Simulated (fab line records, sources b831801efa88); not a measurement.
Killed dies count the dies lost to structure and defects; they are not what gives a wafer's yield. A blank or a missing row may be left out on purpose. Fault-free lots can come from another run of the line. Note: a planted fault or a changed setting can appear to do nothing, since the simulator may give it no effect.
fab line records + flow sky130
record:
- lots: 13
- wafers: 39
- last_day: 51
route steps=708 shown PWDE@84 SONOS_TUNNEL@156 POLY_GATE@218 LDD_HVN@276 PAD_OPEN@708
lots that met no fault: from a run of the same line without faults
start_h: the number of hours between the record's first day and the start of the first shown wafer of the lot + wait_h: hours since the lot's step before + " repeats the value in the row above + L1.1+2: several wafers, shown together as one row + - no value, or no start was given + * or withheld: withheld + < > ~ a bound
route shown NAME@n: a module of which the file shows steps, and the number in the route of the first + usual: mean/standard deviation of fault-free wafers + same: alike in all rows + chamber/n: place in a boat + sites: the reading at each site + _std_site: standard deviation across them + _edge_site: outer sites' mean less inner sites' + radius_mm: for every site, how far away it sits from the centre of the wafer + mask NAME#n: copy n + behind: the last tool/chamber to shape the wafer + hold: what put the lot on hold/how long, in hours/how the hold closed + device: transistor that didn't switch, given as n, p or np + end of line: the same wafers' tests at the end of the route + a step with no rows: only its recipe + killed: the dies lost at the first sort to structure and to defects; this is not the yield of the wafer + map: the dies of a wafer, with x for killed, . for not killed, _ for no die there
set.NAME: the setting that was run; set.NAME@STEP: the one run at that earlier step + model.NAME: the simulator's own value behind a step, which no gauge read
steps of the route over a sample of lots; a table a step, a row a wafer
services: the hour from which a tool's chamber was out of use, counted from the record's first day as start_h (under 0 if before that day), plus the number of hours and why
== steps ==
step: SKY_NWELL_RS_MEAS_31
recipe:
- thk_meas_gauge: four-point-probe
usual:
- PWDE_RS: 5269/18
| lot.wafer | tool          | chamber | start_h | wait_h | PWDE_RS[ohm/sq] |
|-----------|---------------|---------|---------|--------|-----------------|
| L472.2    | film_metro-04 | -       | 102.12  | 0.1    | 5238            |
| L472.3    | "             | -       | "       | "      | 5248            |
| L472.6    | "             | -       | "       | "      | 5256            |
| L474.1    | film_metro-03 | -       | 118.15  | 0.1    | 5241            |
| L474.2    | "             | -       | "       | "      | 5234            |
| L474.5    | "             | -       | "       | "      | 5240            |
| L475.4    | film_metro-04 | -       | 123.66  | 0.1    | 5251            |
| L475.5    | "             | -       | "       | "      | 5264            |
| L475.6    | "             | -       | "       | "      | 5251            |
| L476.3    | film_metro-04 | -       | 128.26  | 0.1    | 5283            |
| L476.4    | "             | -       | "       | "      | 5282            |
| L476.6    | "             | -       | "       | "      | 5300            |
| L478.1    | film_metro-01 | -       | 139.97  | 0.1    | 5258            |
| L478.4    | "             | -       | "       | "      | 5264            |
| L478.5    | "             | -       | "       | "      | 5261            |
| L479.3    | film_metro-04 | -       | 144.16  | 0.1    | 5276            |
| L479.5    | "             | -       | "       | "      | 5295            |
| L479.6    | "             | -       | "       | "      | 5277            |
| L480.3    | film_metro-03 | -       | 149.11  | 0.1    | 5288            |
| L480.5    | "             | -       | "       | "      | 5252            |
| L480.6    | "             | -       | "       | "      | 5263            |
| L481.1    | film_metro-01 | -       | 158.67  | 0.1    | 5271            |
| L481.3    | "             | -       | "       | "      | 5282            |
| L481.5    | "             | -       | "       | "      | 5273            |
| L489.2    | film_metro-03 | -       | 209.33  | 0.1    | 5324            |
| L489.3    | "             | -       | "       | "      | 5281            |
| L489.5    | "             | -       | "       | "      | 5307            |
| L490.2    | film_metro-04 | -       | 215.32  | 0.1    | 5246            |
| L490.4    | "             | -       | "       | "      | 5263            |
| L490.5    | "             | -       | "       | "      | 5256            |
| L491.2    | film_metro-01 | -       | 218.94  | 0.1    | 5283            |
| L491.3    | "             | -       | "       | "      | 5279            |
| L491.6    | "             | -       | "       | "      | 5278            |
| L492.1    | film_metro-04 | -       | 224.57  | 0.1    | 5246            |
| L492.2    | "             | -       | "       | "      | 5256            |
| L492.3    | "             | -       | "       | "      | 5261            |
| L494.1    | film_metro-01 | -       | 258.41  | 0.1    | 5264            |
| L494.2    | "             | -       | "       | "      | 5254            |
| L494.6    | "             | -       | "       | "      | 5253            |
step: SKY_SONOS_TUNNEL_COAT_02
recipe:
- resist: NOVOLAK
- spin_rpm: 3000
- resist_thk_nm: 1140
| lot.wafer  | tool           | chamber | start_h | wait_h |
|------------|----------------|---------|---------|--------|
| L472.2+3+6 | litho_track-04 | 0       | 231.79  | 0.1    |
| L474.1+2+5 | litho_track-04 | 0       | 251.32  | 0.1    |
| L475.4+5+6 | litho_track-02 | 0       | 259.59  | 0.1    |
| L476.3+4+6 | litho_track-01 | 0       | 265.23  | 0.1    |
| L478.1+4+5 | litho_track-01 | 0       | 283.08  | 0.1    |
| L479.3+5+6 | litho_track-04 | 0       | 287.02  | 0.1    |
| L480.3+5+6 | litho_track-04 | 0       | 295.92  | 0.1    |
| L481.1+3+5 | litho_track-02 | 0       | 305.36  | 0.1    |
| L489.2+3+5 | litho_track-04 | 0       | 372.24  | 0.1    |
| L490.2+4+5 | litho_track-04 | 0       | 381.24  | 0.1    |
| L491.2+3+6 | litho_track-02 | 0       | 384.39  | 0.1    |
| L492.1+2+3 | litho_track-02 | 0       | 394.26  | 0.1    |
| L494.1+2+6 | litho_track-02 | 0       | 437.71  | 0.1    |
step: SKY_SONOS_TUNNEL_CD_MEAS_07
recipe:
- target_cd_nm: 410
usual:
- cd_nm: 410.1/2.6
| lot.wafer | tool      | chamber | start_h | wait_h | cd_nm |
|-----------|-----------|---------|---------|--------|-------|
| L472.2    | cd_sem-02 | -       | 243.14  | 0.1    | 410.2 |
| L472.3    | "         | -       | "       | "      | 406.1 |
| L472.6    | "         | -       | "       | "      | 407.3 |
| L474.1    | cd_sem-01 | -       | 263.41  | 0.1    | 408.7 |
| L474.2    | "         | -       | "       | "      | 409.9 |
| L474.5    | "         | -       | "       | "      | 407.9 |
| L475.4    | cd_sem-02 | -       | 271.14  | 0.1    | 409.9 |
| L475.5    | "         | -       | "       | "      | 412.4 |
| L475.6    | "         | -       | "       | "      | 411.6 |
| L476.3    | cd_sem-01 | -       | 277.77  | 0.1    | 410.0 |
| L476.4    | "         | -       | "       | "      | 406.9 |
| L476.6    | "         | -       | "       | "      | 408.9 |
| L478.1    | cd_sem-02 | -       | 295.57  | 0.1    | 400.8 |
| L478.4    | "         | -       | "       | "      | 404.8 |
| L478.5    | "         | -       | "       | "      | 402.2 |
| L479.3    | cd_sem-01 | -       | 299.87  | 0.1    | 411.2 |
| L479.5    | "         | -       | "       | "      | 412.6 |
| L479.6    | "         | -       | "       | "      | 411.7 |
| L480.3    | cd_sem-01 | -       | 308.72  | 0.1    | 409.7 |
| L480.5    | "         | -       | "       | "      | 407.9 |
| L480.6    | "         | -       | "       | "      | 408.8 |
| L481.1    | cd_sem-01 | -       | 317.98  | 0.1    | 410.7 |
| L481.3    | "         | -       | "       | "      | 411.7 |
| L481.5    | "         | -       | "       | "      | 410.0 |
| L489.2    | cd_sem-01 | -       | 386.53  | 0.1    | 447.1 |
| L489.3    | "         | -       | "       | "      | 446.6 |
| L489.5    | "         | -       | "       | "      | 446.9 |
| L490.2    | cd_sem-01 | -       | 396.13  | 0.1    | 442.8 |
| L490.4    | "         | -       | "       | "      | 443.8 |
| L490.5    | "         | -       | "       | "      | 443.1 |
| L491.2    | cd_sem-01 | -       | 399.23  | 0.1    | 409.6 |
| L491.3    | "         | -       | "       | "      | 407.7 |
| L491.6    | "         | -       | "       | "      | 409.0 |
| L492.1    | cd_sem-01 | -       | 409.51  | 0.1    | 412.1 |
| L492.2    | "         | -       | "       | "      | 409.7 |
| L492.3    | "         | -       | "       | "      | 409.3 |
| L494.1    | cd_sem-02 | -       | 453.51  | 0.1    | 409.4 |
| L494.2    | "         | -       | "       | "      | 409.4 |
| L494.6    | "         | -       | "       | "      | 410.7 |
step: SKY_POLY_GATE_THK_MEAS_04
recipe:
- reads: Si3N4_of_POLY_GATE_CVD_03
usual:
- POLY_GATE_CVD_03_THK: 74.8/0.77
| lot.wafer | tool          | chamber | start_h | wait_h | POLY_GATE_CVD_03_THK[nm] |
|-----------|---------------|---------|---------|--------|--------------------------|
| L472.2    | film_metro-02 | -       | 331.31  | 0.0    | 75.1                     |
| L472.3    | "             | -       | "       | "      | 74.9                     |
| L472.6    | "             | -       | "       | "      | 75.5                     |
| L474.1    | film_metro-02 | -       | 354.05  | 0.0    | 75.3                     |
| L474.2    | "             | -       | "       | "      | 74.6                     |
| L474.5    | "             | -       | "       | "      | 74.1                     |
| L475.4    | film_metro-04 | -       | 365.38  | 0.0    | 75.5                     |
| L475.5    | "             | -       | "       | "      | 76.2                     |
| L475.6    | "             | -       | "       | "      | 76.3                     |
| L476.3    | film_metro-02 | -       | 376.66  | 0.0    | 75.2                     |
| L476.4    | "             | -       | "       | "      | 75.5                     |
| L476.6    | "             | -       | "       | "      | 75.3                     |
| L478.1    | film_metro-04 | -       | 400.25  | 0.0    | 75.6                     |
| L478.4    | "             | -       | "       | "      | 75.6                     |
| L478.5    | "             | -       | "       | "      | 75.2                     |
| L479.3    | film_metro-01 | -       | 401.63  | 0.0    | 75.5                     |
| L479.5    | "             | -       | "       | "      | 75.8                     |
| L479.6    | "             | -       | "       | "      | 75.6                     |
| L480.3    | film_metro-04 | -       | 409.55  | 0.0    | 74.7                     |
| L480.5    | "             | -       | "       | "      | 74.7                     |
| L480.6    | "             | -       | "       | "      | 74.6                     |
| L481.1    | film_metro-01 | -       | 417.43  | 0.0    | 73.7                     |
| L481.3    | "             | -       | "       | "      | 73.9                     |
| L481.5    | "             | -       | "       | "      | 73.7                     |
| L489.2    | film_metro-02 | -       | 495.16  | 0.0    | 75.4                     |
| L489.3    | "             | -       | "       | "      | 75.0                     |
| L489.5    | "             | -       | "       | "      | 75.5                     |
| L490.2    | film_metro-04 | -       | 503.86  | 0.0    | 75.4                     |
| L490.4    | "             | -       | "       | "      | 74.9                     |
| L490.5    | "             | -       | "       | "      | 75.1                     |
| L491.2    | film_metro-02 | -       | 505.76  | 0.0    | 74.7                     |
| L491.3    | "             | -       | "       | "      | 74.2                     |
| L491.6    | "             | -       | "       | "      | 73.6                     |
| L492.1    | film_metro-02 | -       | 516.08  | 0.0    | 76.2                     |
| L492.2    | "             | -       | "       | "      | 75.8                     |
| L492.3    | "             | -       | "       | "      | 76.2                     |
| L494.1    | film_metro-01 | -       | 587.17  | 0.0    | 74.6                     |
| L494.2    | "             | -       | "       | "      | 74.9                     |
| L494.6    | "             | -       | "       | "      | 75.2                     |
step: SKY_LDD_HVN_STRIP_09
recipe:
- chemistry: O2/N2
- power_w: 1400
- pressure_mtorr: 1500
- platen_temp_c: withheld
- o2_flow_sccm: 3000
- n2_flow_sccm: 300
- overash_fraction: 0.5
usual:
- drypump_motor_current_A: 6.0/0.34
- n2_flow_sccm: 300.0/0.95
- oes_product_au: 0.408/0.0047
- strip_time_to_endpoint_s: 4.135/0.015
| lot.wafer | tool            | chamber | start_h | wait_h | drypump_motor_current_A | n2_flow_sccm | oes_product_au | rf_hours_counter_h | strip_time_to_endpoint_s |
|-----------|-----------------|---------|---------|--------|-------------------------|--------------|----------------|--------------------|--------------------------|
| L472.2    | plasma_asher-01 | 1       | 451.66  | 0.1    | 5.6                     | 300.8        | 0.417          | 2                  | 4.122                    |
| L472.3    | "               | 0       | "       | "      | 6.3                     | 300.3        | 0.411          | -                  | 4.132                    |
| L472.6    | "               | 0       | "       | "      | 6.3                     | 299.6        | 0.406          | -                  | 4.110                    |
| L474.1    | plasma_asher-02 | 0       | 476.86  | 0.1    | 6.1                     | 299.3        | 0.411          | 65                 | 4.099                    |
| L474.2    | "               | 1       | "       | "      | 6.3                     | 300.9        | 0.411          | 65                 | 4.113                    |
| L474.5    | "               | 1       | "       | "      | 6.3                     | 301.5        | 0.407          | -                  | 4.105                    |
| L475.4    | plasma_asher-03 | 1       | 491.10  | 0.1    | 6.4                     | 299.8        | 0.409          | -                  | 4.115                    |
| L475.5    | "               | 1       | "       | "      | 6.4                     | 300.1        | 0.406          | -                  | 4.121                    |
| L475.6    | "               | 0       | "       | "      | 5.5                     | 298.0        | 0.407          | -                  | 4.118                    |
| L476.3    | plasma_asher-01 | 1       | 504.85  | 0.1    | 5.6                     | 300.9        | 0.411          | -                  | 4.117                    |
| L476.4    | "               | 0       | "       | "      | 6.3                     | 300.0        | 0.409          | -                  | 4.132                    |
| L476.6    | "               | 0       | "       | "      | 6.3                     | 299.1        | 0.410          | -                  | 4.129                    |
| L478.1    | plasma_asher-02 | 0       | 527.41  | 0.1    | 6.1                     | 299.0        | 0.404          | 70                 | 4.134                    |
| L478.4    | "               | 1       | "       | "      | 6.3                     | 299.6        | 0.413          | -                  | 4.132                    |
| L478.5    | "               | 1       | "       | "      | 6.3                     | 300.3        | 0.412          | -                  | 4.152                    |
| L479.3    | plasma_asher-03 | 1       | 528.08  | 0.1    | 6.4                     | 300.1        | 0.402          | -                  | 4.150                    |
| L479.5    | "               | 1       | "       | "      | 6.5                     | 299.4        | 0.407          | -                  | 4.118                    |
| L479.6    | "               | 0       | "       | "      | 5.4                     | 299.8        | 0.407          | -                  | 4.137                    |
| L480.3    | plasma_asher-02 | 0       | 536.33  | 0.1    | 6.0                     | 298.9        | 0.411          | -                  | 4.131                    |
| L480.5    | "               | 1       | "       | "      | 6.2                     | 300.4        | 0.414          | -                  | 4.132                    |
| L480.6    | "               | 0       | "       | "      | 6.1                     | 300.1        | 0.398          | -                  | 4.147                    |
| L481.1    | plasma_asher-01 | 1       | 544.51  | 0.1    | 5.6                     | 300.3        | 0.413          | 11                 | 4.154                    |
| L481.3    | "               | 1       | "       | "      | 5.6                     | 298.0        | 0.409          | -                  | 4.142                    |
| L481.5    | "               | 1       | "       | "      | 5.6                     | 300.6        | 0.403          | -                  | 4.117                    |
| L489.2    | plasma_asher-01 | 1       | 619.86  | 0.1    | 5.6                     | 300.1        | 0.418          | 20                 | 4.138                    |
| L489.3    | "               | 1       | "       | "      | 5.6                     | 300.1        | 0.409          | -                  | 4.136                    |
| L489.5    | "               | 0       | "       | "      | 6.3                     | 301.9        | 0.403          | -                  | 4.129                    |
| L490.2    | plasma_asher-03 | 1       | 627.72  | 0.1    | 6.4                     | 301.9        | 0.406          | 88                 | 4.141                    |
| L490.4    | "               | 0       | "       | "      | 5.4                     | 299.8        | 0.411          | -                  | 4.111                    |
| L490.5    | "               | 0       | "       | "      | 5.4                     | 299.2        | 0.406          | -                  | 4.148                    |
| L491.2    | plasma_asher-01 | 0       | 628.67  | 0.1    | 6.3                     | 299.5        | 0.410          | 21                 | 4.149                    |
| L491.3    | "               | 0       | "       | "      | 6.3                     | 300.1        | 0.411          | -                  | 4.139                    |
| L491.6    | "               | 1       | "       | "      | 5.6                     | 300.8        | 0.405          | -                  | 4.143                    |
| L492.1    | plasma_asher-03 | 0       | 638.08  | 0.1    | 5.4                     | 300.4        | 0.392          | 89                 | 4.130                    |
| L492.2    | "               | 1       | "       | "      | 6.5                     | 299.5        | 0.409          | 89                 | 4.190                    |
| L492.3    | "               | 0       | "       | "      | 5.4                     | 300.5        | 0.406          | -                  | 4.157                    |
| L494.1    | plasma_asher-01 | 1       | 705.31  | 0.1    | 5.6                     | 301.0        | 0.404          | 26                 | 4.116                    |
| L494.2    | "               | 0       | "       | "      | 6.3                     | 300.5        | 0.415          | 26                 | 4.143                    |
| L494.6    | "               | 0       | "       | "      | 6.3                     | 299.5        | 0.404          | -                  | 4.122                    |
step: SKY_PAD_OPEN_PROBE_99
usual:
- killed_at_M0_to_M3: 45/6.9
- killed_at_M4_up: 3.2/1.8
- killed_at_contacts: 25/5.3
- killed_at_front_end: 16/4.3
- killed_at_other: 0.2/0.52
- killed_dies: 88/8.7
- killed_open: 48/6.5
- killed_short: 40/6
same:
- gross_dies: 492
- killed_at_back_side: 0
| lot.wafer | tool      | chamber | start_h | wait_h | killed_at_M0_to_M3 | killed_at_M4_up | killed_at_contacts | killed_at_front_end | killed_at_other | killed_dies | killed_open | killed_short |
|-----------|-----------|---------|---------|--------|--------------------|-----------------|--------------------|---------------------|-----------------|-------------|-------------|--------------|
| L489.2    | prober-02 | -       | 1179.88 | 0.1    | 54                 | 2               | 30                 | 13                  | 0               | 99          | 53          | 45           |
| L489.3    | prober-02 | -       | 1179.93 | 0.2    | 35                 | 1               | 29                 | 20                  | 1               | 86          | 40          | 42           |
| L489.5    | prober-02 | -       | 1180.03 | 0.2    | 48                 | 3               | 26                 | 17                  | 0               | 94          | 57          | 34           |
| L490.5    | prober-01 | -       | 1181.54 | 0.2    | 40                 | 5               | 21                 | 18                  | 1               | 85          | 46          | 38           |
killed by level:class
L489.2 VIA1:geometric_particle:open=13 VIA2:geometric_particle:open=10 CONTACT:geometric_particle:open=10 METAL2:geometric_particle:short=8 CONTACT:geometric_particle:short=7 POLY_GATE:geometric_particle:short=6 LI_CONTACT:geometric_particle:open=6 LOCAL_INTERCONNECT:geometric_particle:short=5
L489.3 CONTACT:geometric_particle:open=11 METAL2:geometric_particle:short=8 LI_CONTACT:geometric_particle:short=7 VIA1:geometric_particle:open=7 FIELD_ISO:geometric_particle:short=6 LI_CONTACT:geometric_particle:open=5 SONOS_TUNNEL:area_expose=4 FIELD_ISO:geometric_particle:open=3
L489.5 CONTACT:geometric_particle:open=13 VIA3:geometric_particle:open=10 LI_CONTACT:geometric_particle:open=8 VIA1:geometric_particle:open=8 VIA2:geometric_particle:open=8 METAL1:geometric_particle:short=6 METAL2:geometric_particle:short=5 POLY_GATE:geometric_particle:short=4
L490.5 VIA1:geometric_particle:open=9 VIA3:geometric_particle:open=6 CONTACT:geometric_particle:open=6 LI_CONTACT:geometric_particle:open=5 METAL2:geometric_particle:short=5 FIELD_ISO:geometric_particle:open=4 FIELD_ISO:geometric_particle:short=4 METAL4:geometric_particle:short=4
== services ==
| tool            | chamber | start_h | hours | kind                      |
|-----------------|---------|---------|-------|---------------------------|
| plasma_asher-02 | -       | 241.67  | 2.8   | pm                        |
| plasma_asher-02 | -       | 276.93  | 1.6   | repair                    |
| plasma_asher-02 | -       | 283.88  | 7.5   | repair                    |
| plasma_asher-03 | -       | 312.53  | 0.6   | repair                    |
| plasma_asher-03 | -       | 372.71  | 4.4   | repair                    |
| plasma_asher-03 | -       | 396.14  | 8.0   | repair                    |
| plasma_asher-01 | -       | 421.25  | 9.0   | pm                        |
| plasma_asher-01 | 0       | 421.25  | 9.0   | vent_cycle                |
| plasma_asher-01 | 1       | 421.25  | 9.0   | vent_cycle                |
| plasma_asher-02 | -       | 425.63  | 6.0   | repair                    |
| plasma_asher-01 | 0       | 430.25  | -     | clean                     |
| plasma_asher-01 | 1       | 430.25  | -     | clean                     |
| litho_track-04  | -       | 439.55  | -     | consumable_replace:filter |
| plasma_asher-03 | -       | 534.70  | 28.1  | pm                        |
| plasma_asher-03 | -       | 584.21  | 0.5   | repair                    |
| litho_track-02  | -       | 614.88  | -     | consumable_replace:filter |
| plasma_asher-01 | -       | 671.22  | 15.6  | pm                        |
== key ==
first_sign:
- step: SKY_SONOS_TUNNEL_CD_MEAS_07
- reading: cd_nm
- direction: up
- sigmas: 14
- usual: 410.1
- struck: 445.1
effect none on later readings
met_at SKY_SONOS_TUNNEL_COAT_02
struck_lots L489,L490
tester_left_out L489,L490
not_acting_at SKY_NWELL_RS_MEAS_31,SKY_POLY_GATE_THK_MEAS_04,SKY_LDD_HVN_STRIP_09
onset_between 295.92 372.24
fault:
- kind: process_parameter_drift
- tool: litho_track-04
- chamber: -
- onset_h: 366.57
- steps: SKY_SONOS_TUNNEL_COAT_02
- channel: resist_thk_nm
- offset: -311.73
- shape: step
- end_h: 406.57
- acts_in: these_recipes_only
- stated: 1140
tester_left_out: of these lots the tester's yield and bins aren't shown, on N5 and GAA mostly nor the transistor test; their killed dies are dies lost to structure and defects alone, not to doping, threshold or leakage, so they don't give the yield
